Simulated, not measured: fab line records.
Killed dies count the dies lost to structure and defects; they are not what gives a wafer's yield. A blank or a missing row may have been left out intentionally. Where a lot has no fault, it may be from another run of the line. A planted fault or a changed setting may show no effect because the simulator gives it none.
Split-lot study | flow gf180mcu | route with 602 steps; 5 lots, 23 wafers read

== THE SPLIT ==
At GF_STI_PEB_10 (peb time 90 s), the setting peb-temp-c was moved away from the recipe's 135 C on 4 of the 23 wafers read, by +2.1%. This setting was run at the recipe's value on the other wafers.

== SPLIT TO READING: what lies between them in the file, 1 step ==
- GF_STI_DEVELOP_11: develop time 60 s

== THE READING ==
cd-nm (nm) at GF_STI_CD_MEAS_12, where the cd target is 220 nm. On this fab line, fault-free wafers typically give 220.0 nm with a standard deviation of 1.4 nm.

wafer  | tool, chamber at the split | peb-temp-c as run, C | against the recipe | cd-nm, nm | against lot-mates on the recipe
L075.2 | litho-track-01, 0          | 135                  | recipe             | 219.0     | -
L075.3 | litho-track-01, 0          | 135                  | recipe             | 219.2     | -
L075.4 | litho-track-01, 0          | 135                  | recipe             | 219.1     | -
L075.5 | litho-track-01, 0          | 135                  | recipe             | 219.4     | -
L075.6 | litho-track-01, 0          | 135                  | recipe             | 220.1     | -
L077.1 | litho-track-04, 0          | 137.8                | +2.1%              | 211.9     | -6.4
L077.2 | litho-track-04, 0          | 137.8                | +2.1%              | 212.7     | -5.6
L077.4 | litho-track-04, 0          | 135                  | recipe             | 218.5     | -
L077.5 | litho-track-04, 0          | 135                  | recipe             | 218.0     | -
L077.6 | litho-track-04, 0          | 135                  | recipe             | 218.5     | -
L080.2 | litho-track-01, 0          | 135                  | recipe             | 221.4     | -
L080.3 | litho-track-01, 0          | 135                  | recipe             | 220.3     | -
L080.6 | litho-track-01, 0          | 135                  | recipe             | 221.6     | -
L084.1 | litho-track-01, 0          | 135                  | recipe             | 220.4     | -
L084.2 | litho-track-01, 0          | 135                  | recipe             | 221.6     | -
L084.3 | litho-track-01, 0          | 135                  | recipe             | 220.8     | -
L084.5 | litho-track-01, 0          | 135                  | recipe             | 220.5     | -
L084.6 | litho-track-01, 0          | 135                  | recipe             | 221.8     | -
L085.1 | litho-track-01, 0          | 135                  | recipe             | 217.6     | -
L085.2 | litho-track-01, 0          | 137.8                | +2.1%              | 209.6     | -8.3
L085.3 | litho-track-01, 0          | 137.8                | +2.1%              | 211.5     | -6.4
L085.4 | litho-track-01, 0          | 135                  | recipe             | 218.1     | -
L085.5 | litho-track-01, 0          | 135                  | recipe             | 217.9     | -

THE FIT
A straight line over all 23 wafers: cd-nm changes by -3.98 nm for each +1% of peb-temp-c; r = -0.92; the points scatter about the line by 1.4 nm.
The same after taking each lot's own level away (the mean of its wafers on the recipe; 23 wafers): -3.22 nm for each +1%; r = -0.98; scatter 0.6 nm.
On that fit, the largest move of peb-temp-c shifts the reading by 6.7 nm.
The span of the lots' own levels, 217.87 to 221.10 nm, comes to 2.3 times the standard deviation stated above.
Thus the slope moves with the lot-to-lot level: the two fits are different.
Check: for one of the wafers moved furthest among these (+2.1%), held out of the fit, the line's prediction against its lot-mates is -6.76 nm. Against them it came out at -6.43 nm.

== ADDITIONAL SPLITS CARRIED BY THESE WAFERS ==
Before the reading, these wafers also passed through other splits. Each is held against what the fit with the lots' levels taken away leaves over:
other split on the same wafers | wafers away from the commonest value | r with cd-nm (lot level and that fit taken away)
GF_STI_CVD_03 temp-c           | 10                                   | -0.16

== THE WHOLE CHAIN: every reading that the file lists as answering this split, in the file's order ==
step              | what it does                                                                       | reading                                                    | change (the file's fit)              | r (the file's)
GF_STI_CD_MEAS_12 | target cd 220 nm                                                                   | cd-nm                                                      | -3.2 nm for each +1% of the setting  | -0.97
GF_STI_ETCH_13    | etches the open film in CHF3/O2, stops on Si, target depth 282.31 nm, time 112.9 s | STI.cd-nm (the simulator's own value, which no gauge read) | -3.35 nm for each +1% of the setting | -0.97

== FILE'S OWN FIT ==
cd-nm changes by -3.2 nm for each +1% of peb-temp-c, r = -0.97.
